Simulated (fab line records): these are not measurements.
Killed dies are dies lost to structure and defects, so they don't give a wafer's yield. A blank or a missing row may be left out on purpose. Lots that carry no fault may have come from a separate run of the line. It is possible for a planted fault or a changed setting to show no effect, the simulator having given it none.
fab line records	flow sky130
[record] lots = 5	wafers = 15	lastDay = 50
route steps=708 shown VIA4@643 METAL5@661 PASSIVATION@681 PAD_OPEN@708
lots untouched by any fault: they come from a run of this same line in which no faults occurred
startH: start of the lot's first displayed wafer, in hours after the record's first day	waitH: hours from the lot's prior step to this one	" same as the row above	L1.1+2: one row covering several wafers at once	- value missing, or start not given	* or withheld: withheld	< > ~ a bound
route shown NAME@n: names a module that has steps shown in the file, with the first one's number in the route	usual: average and standard deviation across the fault-free wafers	same: alike in all rows	chamber/n: place in a boat	sites: each site's reading	_std_site: how widely they spread, as a standard deviation	_edge_site: outer sites' mean less inner sites'	radiusMm: for every site, how far away it sits from the centre of the wafer	mask NAME#n: copy n	behind: the last tool/chamber to shape the wafer	hold: why the lot went on hold/how many hours it stayed there/how the hold came to an end	device: the transistor (n, p or np) that didn't switch	end of line: the same wafers' tests at the end of the route	a step given without rows: its recipe and nothing more	killed: at the first sort, the dies lost to defects and structure; wafer yield is something else	map: a wafer's dies, marking killed ones x, the rest . and places with no die _
set.NAME: the setting that was run; set.NAME@STEP: the one run at that earlier step	model.NAME: the simulator's own value behind a step, which no gauge read
certain route steps with their lots: each step a table, each wafer a row
services: the hour from which a tool's chamber was out of use, counted from the record's first day as startH (under 0 if before that day), plus the number of hours and why
[[steps]]
[step SKY_VIA4_DEHYDRATE_04]
[recipe] tempC = 200	timeS = 60
[step SKY_VIA4_HMDS_05]
[recipe] primeTimeS = 60	primeTempC = 120
[step SKY_VIA4_COAT_06]
[recipe] resist = NOVOLAK	spinRpm = 3000	resistThkNm = 1140
[step SKY_VIA4_SOFTBAKE_07]
[recipe] tempC = 90	timeS = 60	resist = NOVOLAK
[step SKY_VIA4_EXPOSE_08]
[recipe] maskId = VIM4	na = 0.6	sourceShape = conventional	sigmaOuter = 0.6	polarization = unpolarized	targetCdNm = 800	doseMj = 132
[step SKY_VIA4_PEB_09]
[recipe] tempC = withheld	timeS = *	resist = NOVOLAK
[step SKY_VIA4_DEVELOP_10]
[recipe] resist = NOVOLAK	developer = TMAH	developTimeS = 60	devTempC = 23
[step SKY_VIA4_OVL_MEAS_11]
[usual] VIA4_OVL = 0.5/1.7
lot.wafer	tool	chamber	startH	waitH	VIA4_OVL[nm]
L720.3	overlay-01	-	1001.30	0.1	2.2
L720.4	"	-	"	"	-0.3
L720.6	"	-	"	"	1.7
L724.1	overlay-02	-	1045.05	0.1	-1.0
L724.2	"	-	"	"	-0.7
L724.5	"	-	"	"	-0.2
L727.1	overlay-01	-	1060.09	0.1	1.2
L727.2	"	-	"	"	-0.9
L727.4	"	-	"	"	1.7
L738.3	overlay-01	-	1122.96	0.1	0.0
L738.4	"	-	"	"	0.5
L738.6	"	-	"	"	-1.9
L743.3	overlay-01	-	1142.85	0.1	1.0
L743.5	"	-	"	"	0.9
L743.6	"	-	"	"	0.1
[step SKY_VIA4_ETCH_12]
[recipe] target = SiO2	chemistry = C4F8/O2/Ar	stopOn = TiN	maskMaterial = NOVOLAK	sourceW = 1500	biasW = 1200	pressureMtorr = 40	c4f8FlowSccm = withheld	O2_flow_sccm = 6	Ar_flow_sccm = 300	timeS = withheld	targetDepthA = 5800
[step SKY_VIA4_STRIP_13]
[recipe] chemistry = O2/N2	powerW = 1400	pressureMtorr = 1500	platenTempC = withheld	o2FlowSccm = 3000	n2FlowSccm = 300	overashFraction = 0.5
[step SKY_VIA4_STRIP_14]
[recipe] chemistry = postEtchResidueRemover	timeS = 1200	tempC = 72.5
[step SKY_VIA4_CLEAN_15]
[recipe] chemistry = IPA	timeS = 180	tempC = 25
[step SKY_VIA4_CLEAN_16]
[recipe] chemistry = O3/DIW	dry = n2Spin
lot.wafer	tool	chamber	startH	waitH
L720.3+4+6	wetBench-03	1	1001.96	0.0
L724.1+2+5	wetBench-04	1	1045.69	0.0
L727.1+2+4	wetBench-04	3	1060.86	0.1
L738.3+4+6	wetBench-03	2	1123.56	0.0
L743.3+5+6	wetBench-04	3	1143.45	0.0
[step SKY_VIA4_SPUTTER_17]
[recipe] material = TiN	targetThkNm = 20	chamberPressurePa = 5	powerW = 4000	timeS = 80
[step SKY_VIA4_CVD_18]
[recipe] material = W	targetThkNm = 505	timeS = 152.14	tempC = 400	pressureTorr = 40
[usual] heaterPowerW = 881/58
lot.wafer	tool	chamber	startH	waitH	heaterPowerW
L720.3	cvdW-02	1	1002.17	0.1	870
L720.4	"	0	"	"	757
L720.6	"	1	"	"	883
L724.1	cvdW-02	1	1045.85	0.0	883
L724.2	"	0	"	"	762
L724.5	"	0	"	"	773
L727.1	cvdW-01	0	1061.02	0.0	924
L727.2	"	1	"	"	911
L727.4	"	0	"	"	941
L738.3	cvdW-02	0	1123.76	0.1	770
L738.4	"	1	"	"	890
L738.6	"	1	"	"	881
L743.3	cvdW-01	1	1143.65	0.1	892
L743.5	"	0	"	"	955
L743.6	"	1	"	"	873
[step SKY_VIA4_RS_MEAS_19]
[recipe] thkMeasGauge = four-point-probe	reads = W_of_VIA4_CVD_18+TiN_of_VIA4_SPUTTER_17
[usual] VIA4_W_RS = 0.2254/0.0026
lot.wafer	tool	chamber	startH	waitH	VIA4_W_RS[ohm/sq]
L720.3	filmMetro-01	-	1002.31	0.1	0.2187
L720.4	"	-	"	"	0.2274
L720.6	"	-	"	"	0.2214
L724.1	filmMetro-01	-	1046.00	0.1	0.2213
L724.2	"	-	"	"	0.2259
L724.5	"	-	"	"	0.2255
L727.1	filmMetro-03	-	1061.17	0.1	0.2243
L727.2	"	-	"	"	0.2239
L727.4	"	-	"	"	0.2263
L738.3	filmMetro-01	-	1123.90	0.1	0.2271
L738.4	"	-	"	"	0.2211
L738.6	"	-	"	"	0.2215
L743.3	filmMetro-01	-	1143.79	0.1	0.2272
L743.5	"	-	"	"	0.2258
L743.6	"	-	"	"	0.2277
[step SKY_VIA4_THK_MEAS_20]
[recipe] thkMeasGauge = xrf	reads = W_of_VIA4_CVD_18
[usual] VIA4_W_THK = 500/7.4
lot.wafer	tool	chamber	startH	waitH	VIA4_W_THK[nm]
L720.3	filmMetro-01	-	1002.41	0.1	507
L720.4	"	-	"	"	486
L720.6	"	-	"	"	500
L724.1	filmMetro-01	-	1046.12	0.1	502
L724.2	"	-	"	"	491
L724.5	"	-	"	"	491
L727.1	filmMetro-03	-	1061.29	0.1	501
L727.2	"	-	"	"	499
L727.4	"	-	"	"	495
L738.3	filmMetro-01	-	1124.00	0.1	489
L738.4	"	-	"	"	499
L738.6	"	-	"	"	500
L743.3	filmMetro-01	-	1143.89	0.1	492
L743.5	"	-	"	"	492
L743.6	"	-	"	"	494
[step SKY_VIA4_CMP_21]
[recipe] stopOn = SiO2	tOverpolishS = 25	downForcePsi = 3.5	platenRpm = 60	targetThkNm = 0	padVelocityMS = 0.94248
[usual] motorCurrentA = 10.4/0.83	overpolishRunS = 25.001/0.0096	platenRpm = 60.00/0.039	timeToEndpointS = 123/4.1
lot.wafer	tool	chamber	startH	waitH	motorCurrentA	overpolishRunS	platenRpm	timeToEndpointS
L720.3	cmp-02	0	1002.83	0.4	9.9	24.983	59.98	134
L720.4	"	2	"	"	9.1	25.004	59.97	125
L720.6	"	1	"	"	10.6	24.991	59.95	127
L724.2	cmp-02	3	1046.23	0.1	10.7	24.996	60.01	125
L724.1	"	1	"	"	10.9	24.999	60.01	123
L724.5	"	2	"	"	9.0	25.015	60.05	125
L727.2	cmp-02	1	1061.37	0.1	10.5	25.011	60.01	126
L727.1	"	2	"	"	8.2	25.004	59.99	126
L727.4	"	3	"	"	10.8	24.974	59.97	126
L738.3	cmp-02	1	1124.18	0.2	10.7	25.002	59.96	118
L738.4	"	3	"	"	10.8	24.995	60.04	125
L738.6	"	1	"	"	10.1	25.002	59.97	125
L743.3	cmp-02	0	1144.08	0.2	9.9	24.989	60.03	126
L743.5	"	1	"	"	10.6	24.987	59.94	121
L743.6	"	2	"	"	8.6	24.987	60.01	116
[step SKY_METAL5_SPUTTER_00]
[recipe] material = Ti	targetThkNm = 15	powerW = 3000	timeS = 10	chamberPressurePa = 0.4
[step SKY_METAL5_SPUTTER_01]
[recipe] material = TiN	targetThkNm = 20	powerW = 6500	timeS = 16.7	chamberPressurePa = 0.4
[step SKY_METAL5_SPUTTER_02]
[recipe] material = AlCu	targetThkNm = 1150	powerW = 10600	timeS = 61.2	chamberPressurePa = 0.4
[step SKY_METAL5_SPUTTER_03]
[recipe] material = Ti	targetThkNm = 5	powerW = 3000	timeS = 3.3	chamberPressurePa = 0.4
[usual] throttleValvePct = 29.7/0.75
lot.wafer	tool	chamber	startH	waitH	throttleValvePct
L720.3	pvdSputter-01	-	1003.23	0.0	30.0
L720.4	"	-	"	"	29.7
L720.6	"	-	"	"	29.9
L724.1	pvdSputter-01	-	1046.58	0.0	29.8
L724.2	"	-	"	"	29.9
L724.5	"	-	"	"	31.3
L727.1	pvdSputter-03	-	1061.77	0.0	29.2
L727.2	"	-	"	"	29.9
L727.4	"	-	"	"	30.5
L738.3	pvdSputter-03	-	1124.53	0.0	30.2
L738.4	"	-	"	"	29.1
L738.6	"	-	"	"	30.5
L743.3	pvdSputter-03	-	1144.33	0.0	29.9
L743.5	"	-	"	"	29.2
L743.6	"	-	"	"	30.0
[step SKY_METAL5_SPUTTER_04]
[recipe] material = TiN	targetThkNm = 70	powerW = 6500	timeS = 58.3	chamberPressurePa = 0.4
[usual] throttleValvePct = 29.8/0.74
lot.wafer	tool	chamber	startH	waitH	throttleValvePct
L720.3	pvdSputter-01	-	1003.25	0.0	29.4
L720.4	"	-	"	"	29.9
L720.6	"	-	"	"	29.7
L724.1	pvdSputter-01	-	1046.60	0.0	29.8
L724.2	"	-	"	"	29.8
L724.5	"	-	"	"	31.4
L727.1	pvdSputter-03	-	1061.78	0.0	29.0
L727.2	"	-	"	"	30.0
L727.4	"	-	"	"	30.6
L738.3	pvdSputter-03	-	1124.55	0.0	30.7
L738.4	"	-	"	"	28.9
L738.6	"	-	"	"	30.4
L743.3	pvdSputter-03	-	1144.35	0.0	29.8
L743.5	"	-	"	"	29.3
L743.6	"	-	"	"	29.8
[step SKY_METAL5_RS_MEAS_05]
[recipe] thkMeasGauge = four-point-probe	reads = TiN_of_METAL5_SPUTTER_04+Ti_of_METAL5_SPUTTER_03+AlCu_of_METAL5_SPUTTER_02+TiN_of_METAL5_SPUTTER_01+Ti_of_METAL5_SPUTTER_00
[usual] METAL5_ALCU_RS = 0.0272/0.0003
lot.wafer	tool	chamber	startH	waitH	METAL5_ALCU_RS[ohm/sq]
L720.3	filmMetro-04	-	1003.35	0.1	0.0268
L720.4	"	-	"	"	0.0272
L720.6	"	-	"	"	0.0271
L724.1	filmMetro-03	-	1046.65	0.0	0.0274
L724.2	"	-	"	"	0.0272
L724.5	"	-	"	"	0.0272
L727.1	filmMetro-03	-	1061.83	0.0	0.0268
L727.2	"	-	"	"	0.0273
L727.4	"	-	"	"	0.0267
L738.3	filmMetro-02	-	1124.64	0.1	0.0271
L738.4	"	-	"	"	0.0272
L738.6	"	-	"	"	0.0267
L743.3	filmMetro-03	-	1144.44	0.1	0.0276
L743.5	"	-	"	"	0.0273
L743.6	"	-	"	"	0.0275
[step SKY_METAL5_THK_MEAS_06]
[recipe] thkMeasGauge = xrf	reads = AlCu_of_METAL5_SPUTTER_02
[usual] METAL5_ALCU_THK = 1130/15
lot.wafer	tool	chamber	startH	waitH	METAL5_ALCU_THK[nm]
L720.3	filmMetro-04	-	1003.45	0.1	1138
L720.4	"	-	"	"	1117
L720.6	"	-	"	"	1126
L724.1	filmMetro-03	-	1046.77	0.1	1129
L724.2	"	-	"	"	1129
L724.5	"	-	"	"	1131
L727.1	filmMetro-03	-	1061.95	0.1	1151
L727.2	"	-	"	"	1128
L727.4	"	-	"	"	1151
L738.3	filmMetro-02	-	1124.74	0.1	1141
L738.4	"	-	"	"	1129
L738.6	"	-	"	"	1148
L743.3	filmMetro-03	-	1144.54	0.1	1110
L743.5	"	-	"	"	1126
L743.6	"	-	"	"	1122
[step SKY_METAL5_DEHYDRATE_07]
[recipe] tempC = 200	timeS = 60
[step SKY_METAL5_HMDS_08]
[recipe] primeTimeS = 60	primeTempC = 120
[step SKY_METAL5_COAT_09]
[recipe] resist = NOVOLAK	spinRpm = 3000	resistThkNm = 1800
[step SKY_METAL5_SOFTBAKE_10]
[recipe] tempC = 90	timeS = 60	resist = NOVOLAK
[step SKY_METAL5_EXPOSE_11]
[recipe] maskId = MM5	na = 0.6	sourceShape = conventional	sigmaOuter = 0.6	polarization = unpolarized	targetCdNm = 1600	doseMj = 190
[step SKY_METAL5_PEB_12]
[recipe] tempC = withheld	timeS = *	resist = NOVOLAK
[step SKY_METAL5_DEVELOP_13]
[recipe] resist = NOVOLAK	developer = TMAH	developTimeS = 60	devTempC = 23
[step SKY_METAL5_DESCUM_14]
[recipe] chemistry = O2	sourcePowerW = 150	biasPowerW = 0	pressureMtorr = 10	tempC = 40	timeS = 11
[step SKY_METAL5_METAL_ETCH_15]
[recipe] targetDepthA = 12600	stopOn = SiO2	overEtchFrac = 0.2	timeS = 252	chemistry = Cl2/BCl3	resistSidewallDeg = 86	pressureMtorr = 10	icpW = 900	biasW = 48.5	Cl2_flow_sccm = 60	bcl3FlowSccm = 30
[step SKY_METAL5_STRIP_16]
[recipe] chemistry = O2/N2	powerW = 1400	pressureMtorr = 1500	platenTempC = withheld	o2FlowSccm = 3000	n2FlowSccm = 300	overashFraction = 0.5
[usual] drypumpMotorCurrentA = 5.54/0.24	oesProductAu = 0.710/0.0047	stripTimeToEndpointS = 13.11/0.12
lot.wafer	tool	chamber	startH	waitH	drypumpMotorCurrentA	oesProductAu	rfHoursCounterH	stripTimeToEndpointS
L720.3	plasmaAsher-02	1	1026.29	0.1	5.48	0.705	-	13.03
L720.4	"	0	"	"	5.70	0.713	-	12.98
L720.6	"	1	"	"	5.46	0.706	-	13.00
L724.1	plasmaAsher-01	1	1067.56	0.2	5.54	0.711	95	13.04
L724.2	"	0	"	"	5.83	0.713	95	13.09
L724.5	"	0	"	"	5.82	0.710	-	13.18
L727.1	plasmaAsher-04	0	1082.18	0.2	5.14	0.716	32	13.15
L727.2	"	1	"	"	5.75	0.714	32	13.17
L727.4	"	0	"	"	5.13	0.712	-	13.19
L738.3	plasmaAsher-02	0	1143.79	0.1	5.71	0.711	-	13.25
L738.4	"	1	"	"	5.49	0.706	-	13.22
L738.6	"	0	"	"	5.69	0.706	-	13.27
L743.3	plasmaAsher-04	0	1162.34	0.1	5.10	0.707	-	13.18
L743.5	"	0	"	"	5.10	0.718	-	13.23
L743.6	"	1	"	"	5.71	0.713	-	13.20
[step SKY_METAL5_STRIP_17]
[recipe] chemistry = postEtchResidueRemover	timeS = 1200	tempC = 72.5
[step SKY_METAL5_CLEAN_18]
[recipe] chemistry = IPA	timeS = 180	tempC = 25
[step SKY_METAL5_CLEAN_19]
[recipe] chemistry = O3/DIW	dry = n2Spin
[step SKY_PASSIVATION_CVD_00]
[recipe] material = SiO2	targetThkNm = 90	tempC = 400	timeS = withheld	rfW = 600
[step SKY_PASSIVATION_THK_MEAS_01]
[recipe] reads = SiO2_of_PASSIVATION_CVD_00
[usual] PASSIVATION_CVD_00_THK = 89.8/1.1
lot.wafer	tool	chamber	startH	waitH	PASSIVATION_CVD_00_THK[nm]
L720.3	filmMetro-04	-	1026.91	-	88.8
L720.4	"	-	"	"	90.2
L720.6	"	-	"	"	90.2
L724.1	filmMetro-04	-	1068.18	-	88.4
L724.2	"	-	"	"	89.5
L724.5	"	-	"	"	90.2
L727.1	filmMetro-04	-	1082.84	-	89.6
L727.2	"	-	"	"	89.5
L727.4	"	-	"	"	90.4
L738.3	filmMetro-04	-	1144.39	-	87.5
L738.4	"	-	"	"	90.6
L738.6	"	-	"	"	91.2
L743.3	filmMetro-01	-	1162.94	-	89.6
L743.5	"	-	"	"	90.9
L743.6	"	-	"	"	91.2
[step SKY_PASSIVATION_CVD_02]
[recipe] material = Si3N4	targetThkNm = 540	tempC = 400	timeS = withheld	rfW = 450
[step SKY_PASSIVATION_THK_MEAS_03]
[recipe] reads = Si3N4_of_PASSIVATION_CVD_02
[usual] PASSIVATION_CVD_02_THK = 542/6.7
lot.wafer	tool	chamber	startH	waitH	PASSIVATION_CVD_02_THK[nm]
L720.3	filmMetro-01	-	1027.19	-	542
L720.4	"	-	"	"	552
L720.6	"	-	"	"	554
L724.1	filmMetro-02	-	1068.47	-	534
L724.2	"	-	"	"	537
L724.5	"	-	"	"	542
L727.1	filmMetro-02	-	1083.12	-	531
L727.2	"	-	"	"	530
L727.4	"	-	"	"	542
L738.3	filmMetro-04	-	1144.68	-	536
L738.4	"	-	"	"	544
L738.6	"	-	"	"	544
L743.3	filmMetro-04	-	1163.23	-	536
L743.5	"	-	"	"	549
L743.6	"	-	"	"	544
[step SKY_PAD_OPEN_PROBE_99]
[usual] defectLimitedYield = 82.2/1.9	killed_at_M0_to_M3 = 44/6.9	killed_at_M4_up = 3.3/1.8	killedAtContacts = 24/5	killedAtFrontEnd = 16/4.6	killedAtOther = 0.2/0.42	killedDies = 88/9.2	killedOpen = 48/7.3	killedShort = 40/6.5	sort_bin_3_pad_short = 0.9/0.43	sort_bin_5_function = 10.6/1.5	sort_bin_6_memory = 6.4/1.1	sortNPass = 404/9.2	sortYieldPct = 82.2/1.9
[same] grossDies = 492	killedAtBackSide = 0	sort_bin_4_leakage[%] = 0	sort_bin_8_speed[%] = 0
lot.wafer	tool	chamber	startH	waitH	defectLimitedYield[%]	killed_at_M0_to_M3	killed_at_M4_up	killedAtContacts	killedAtFrontEnd	killedAtOther	killedDies	killedOpen	killedShort	sort_bin_3_pad_short[%]	sort_bin_5_function[%]	sort_bin_6_memory[%]	sortNPass	sortYieldPct[%]	model.etest.tester.sortNPass	model.etest.tester.sortYieldPct	model.etest.tester.sort_bin_5_pct	model.etest.tester.sort_bin_3_pct
L720.3	prober-01	-	1072.43	0.2	76.8	69	6	28	11	0	114	67	47	1.2	14.6	7.3	378	76.8	378	76.83	14.63	1.22
L720.4	prober-01	-	1072.48	0.2	81.5	46	1	23	21	0	91	48	43	0.8	9.8	7.9	401	81.5	401	81.5	9.756	0.813
L720.6	prober-01	-	1072.58	0.2	81.1	49	5	22	17	0	93	54	39	0.4	12.2	6.3	399	81.1	399	81.1	12.2	0.4065
L724.1	prober-02	-	1112.19	0.1	84.1	30	2	26	19	1	78	39	37	1.0	10.4	4.5	414	84.1	414	84.15	10.37	1.016
L724.2	prober-02	-	1112.24	0.1	82.9	33	3	27	21	0	84	40	43	0.8	8.9	7.3	408	82.9	408	82.93	8.943	0.813
L724.5	prober-02	-	1112.39	0.2	82.1	53	1	21	13	0	88	58	28	0.4	11.4	6.1	404	82.1	404	82.11	11.38	0.4065
L727.1	prober-02	-	1125.65	0.1	85.8	30	1	20	18	1	70	32	38	0.8	8.9	4.5	422	85.8	422	85.77	8.943	0.813
L727.2	prober-02	-	1125.70	0.1	85.0	36	4	19	15	0	74	41	33	1.0	10.0	4.1	418	85.0	418	84.96	9.959	1.016
L727.4	prober-02	-	1125.80	0.2	85.8	35	4	20	11	0	70	40	29	0.6	9.6	4.1	422	85.8	422	85.77	9.553	0.6098
L738.3	prober-02	-	1181.10	0.2	77.8	47	31	23	8	0	109	39	40	2.0	14.0	6.1	383	77.8	383	77.85	14.02	2.033
L738.4	prober-02	-	1181.15	0.2	79.3	42	31	21	7	1	102	44	31	1.8	12.8	6.1	390	79.3	390	79.27	12.8	1.829
L738.6	prober-02	-	1181.25	0.2	78.3	43	37	16	11	0	107	46	28	2.0	12.6	7.1	385	78.3	385	78.25	12.6	2.033
L743.3	prober-02	-	1198.24	0.2	83.9	44	0	25	10	0	79	50	29	1.0	10.0	5.1	413	83.9	413	83.94	9.959	1.016
L743.5	prober-02	-	1198.34	0.2	83.7	37	2	29	12	0	80	45	35	0.6	9.6	6.1	412	83.7	412	83.74	9.553	0.6098
L743.6	prober-02	-	1198.39	0.2	80.7	56	4	24	10	1	95	49	46	1.2	12.2	5.9	397	80.7	397	80.69	12.2	1.22
// killed by level:class
L720.3 VIA1:geometricParticle:open=18 CONTACT:geometricParticle:open=14 METAL2:geometricParticle:short=10 VIA3:geometricParticle:open=10 VIA2:geometricParticle:open=9 VIA1:geometricParticle:short=7 LOCAL_INTERCONNECT:geometricParticle:short=5 POLY_GATE:geometricParticle:short=3
L720.4 CONTACT:geometricParticle:open=10 VIA1:geometricParticle:open=9 METAL2:geometricParticle:short=8 METAL3:geometricParticle:short=8 LI_CONTACT:geometricParticle:open=7 POLY_GATE:geometricParticle:short=6 METAL1:geometricParticle:short=6 VIA3:geometricParticle:open=5
L720.6 VIA1:geometricParticle:open=12 CONTACT:geometricParticle:open=11 VIA2:geometricParticle:open=9 METAL2:geometricParticle:short=6 VIA3:geometricParticle:open=6 FIELD_ISO:geometricParticle:open=5 CONTACT:geometricParticle:short=5 FIELD_ISO:geometricParticle:short=4
L724.1 LI_CONTACT:geometricParticle:open=10 VIA1:geometricParticle:open=8 CONTACT:geometricParticle:short=6 CONTACT:geometricParticle:open=5 VIA2:geometricParticle:open=5 FIELD_ISO:geometricParticle:short=4 VIA1:geometricParticle:short=4 METAL2:geometricParticle:short=4
L724.2 LI_CONTACT:geometricParticle:open=8 CONTACT:geometricParticle:open=8 VIA1:geometricParticle:open=8 METAL1:geometricParticle:short=8 CONTACT:geometricParticle:short=6 VIA3:geometricParticle:short=6 FIELD_ISO:geometricParticle:short=4 FIELD_ISO:geometricParticle:open=4
L724.5 VIA1:geometricParticle:open=13 VIA2:geometricParticle:open=11 LI_CONTACT:geometricParticle:open=9 CONTACT:geometricParticle:open=6 FIELD_ISO:geometricParticle:open=5 VIA2:geometricParticle:short=5 METAL1:geometricParticle:short=4 VIA3:geometricParticle:open=3
L727.1 POLY_GATE:geometricParticle:short=10 LI_CONTACT:geometricParticle:open=10 VIA3:geometricParticle:open=7 VIA1:geometricParticle:short=6 CONTACT:geometricParticle:open=5 METAL3:geometricParticle:short=5 CONTACT:geometricParticle:short=3 VIA2:geometricParticle:open=3
L727.2 CONTACT:geometricParticle:open=11 VIA1:geometricParticle:open=10 VIA1:geometricParticle:short=7 METAL2:geometricParticle:short=5 FIELD_ISO:geometricParticle:open=4 VIA2:geometricParticle:short=4 VIA3:geometricParticle:open=4 LI_CONTACT:geometricParticle:open=3
L727.4 LI_CONTACT:geometricParticle:open=10 VIA3:geometricParticle:open=10 VIA1:geometricParticle:open=7 CONTACT:geometricParticle:open=4 POLY_CUT:geometricParticle:short=3 LI_CONTACT:geometricParticle:short=3 VIA2:geometricParticle:open=3 METAL2:geometricParticle:short=3
L738.3 VIA4:unspecified=30 LI_CONTACT:geometricParticle:open=12 METAL1:geometricParticle:short=11 VIA3:geometricParticle:open=7 VIA1:geometricParticle:open=6 VIA1:geometricParticle:short=5 VIA2:geometricParticle:open=5 METAL3:geometricParticle:short=4
L738.4 VIA4:unspecified=27 VIA2:geometricParticle:open=13 CONTACT:geometricParticle:open=10 VIA1:geometricParticle:open=8 METAL2:geometricParticle:short=6 LOCAL_INTERCONNECT:geometricParticle:short=4 FIELD_ISO:geometricParticle:short=3 CONTACT:geometricParticle:short=3
L738.6 VIA4:unspecified=32 VIA2:geometricParticle:open=11 VIA1:geometricParticle:open=10 CONTACT:geometricParticle:open=9 VIA3:geometricParticle:open=7 METAL1:geometricParticle:short=5 METAL2:geometricParticle:short=4 FIELD_ISO:geometricParticle:short=3
L743.3 CONTACT:geometricParticle:open=14 VIA1:geometricParticle:open=13 METAL2:geometricParticle:short=8 VIA3:geometricParticle:open=6 METAL1:geometricParticle:short=5 VIA2:geometricParticle:open=5 CONTACT:geometricParticle:short=4 LOCAL_INTERCONNECT:geometricParticle:short=3
L743.5 CONTACT:geometricParticle:open=14 VIA1:geometricParticle:open=9 LOCAL_INTERCONNECT:geometricParticle:short=7 FIELD_ISO:geometricParticle:short=5 VIA2:geometricParticle:open=5 VIA1:geometricParticle:short=5 CONTACT:geometricParticle:short=4 METAL2:geometricParticle:open=4
L743.6 VIA1:geometricParticle:open=11 CONTACT:geometricParticle:open=10 METAL2:geometricParticle:short=10 METAL1:geometricParticle:short=8 VIA3:geometricParticle:short=7 VIA3:geometricParticle:open=7 POLY_GATE:geometricParticle:open=5 LI_CONTACT:geometricParticle:open=4
// map L738.3 (x killed, . not)
__________.......x.._________
________.xxx.......xx._______
______x....x......x....._____
_____.xx..xxx...........x____
____.............x........___
___........x.....x..x.x....__
__.x.................x.xxx.x_
_.x.x........xxx.xx..x....x..
_x...........................
_........x.................x.
_......x.......x.....x..x.x..
_..........x.....x.x.....x..x
_...x......xx..x..x..........
_..x....xx...x.x.....x....x..
_............x....x......x...
__x.x..x........x..........._
___x.xxxx.x.x.x...x........__
____x.xxxxxx..............___
_____xxxxxxx..........x..____
______xxxxxx....x....xx._____
________xxxx...x.....x_______
__________xx..x....._________
// map L720.3 (x killed, . not)
__________.........._________
________..xxx..x.....x_______
______.......x.x..x....._____
_____...x.x..xx......xx..____
____........x...xx.xx.x.x.___
___....x.........xx...x...x__
__x.x.x..x.....x.....xx..x.._
_....x...x.x..x....x.x...xxx.
_....x............x..x....x..
_..x.......x........x...xxx..
_......xx.........x......x...
_x..x..xxx...x..xxxx....x....
_.x..x...............x..x.x..
_....x.....x....x...........x
_xx..x.x..x...x.x........x...
__.........x.x....x......x.._
___.......x....x....x...x..__
____...x....xx..x..x......___
_____...x..x.....x.x.....____
______....x...x.xx....x._____
________x...x..x....x._______
__________...x..x.x._________
[[services]]
tool	chamber	startH	hours	kind
cmp-02	-	982.77	2.4	repair
pvdSputter-03	-	991.09	14.2	repair
cvdW-01	-	1005.75	14.6	pm
cmp-02	-	1013.33	3.2	repair
pvdSputter-01	-	1019.29	1.2	repair
cmp-02	-	1033.50	0.3	repair
plasmaAsher-04	-	1045.34	14.6	pm
cvdW-01	-	1048.05	0.7	repair
plasmaAsher-02	-	1055.35	9.0	pm
wetBench-04	-	1057.96	0.8	repair
pvdSputter-01	-	1059.15	1.0	repair
plasmaAsher-04	-	1065.75	1.9	repair
plasmaAsher-04	-	1072.80	6.1	repair
pvdSputter-03	1	1075.99	-	consumableReplace:kit
cmp-02	-	1084.32	4.0	pm
cvdW-01	0	1108.78	2.3	repair
cmp-02	-	1117.87	0.4	repair
pvdSputter-01	-	1119.28	5.2	repair
plasmaAsher-01	-	1121.31	2.8	pm
cmp-02	-	1127.09	6.0	pm
cvdW-02	-	1137.59	0.4	repair
cmp-02	-	1146.77	7.6	pm
cvdW-02	-	1150.31	14.6	pm
cmp-02	-	1155.77	11.0	repair
[[key]]
[firstSign] step = SKY_PAD_OPEN_PROBE_99	reading = killed_at_M4_up	direction = up	sigmas = 17	usual = 3.3	struck = 33
[effect] step = SKY_PAD_OPEN_PROBE_99	reading = sort_bin_3_pad_short	direction = up	sigmas = 2.5	usual = 0.9	struck = 2.0	wafersMoved = 2
[modelEffect] step = SKY_PAD_OPEN_PROBE_99	value = etest.tester.sortNPass	without = 411	struck = 386
metAt SKY_VIA4_CLEAN_16
struckWafers L738.3,L738.4,L738.6
alsoFits SKY_VIA4_CVD_18:cvdW-02,SKY_METAL5_STRIP_16:plasmaAsher-02
[fault] kind = chamberParticleSource	tool = wetBench-03	chamber = 2	onsetH = 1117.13	steps = SKY_VIA4_CLEAN_16	ratePerVisitCm2 = 0.50261	endH = 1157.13
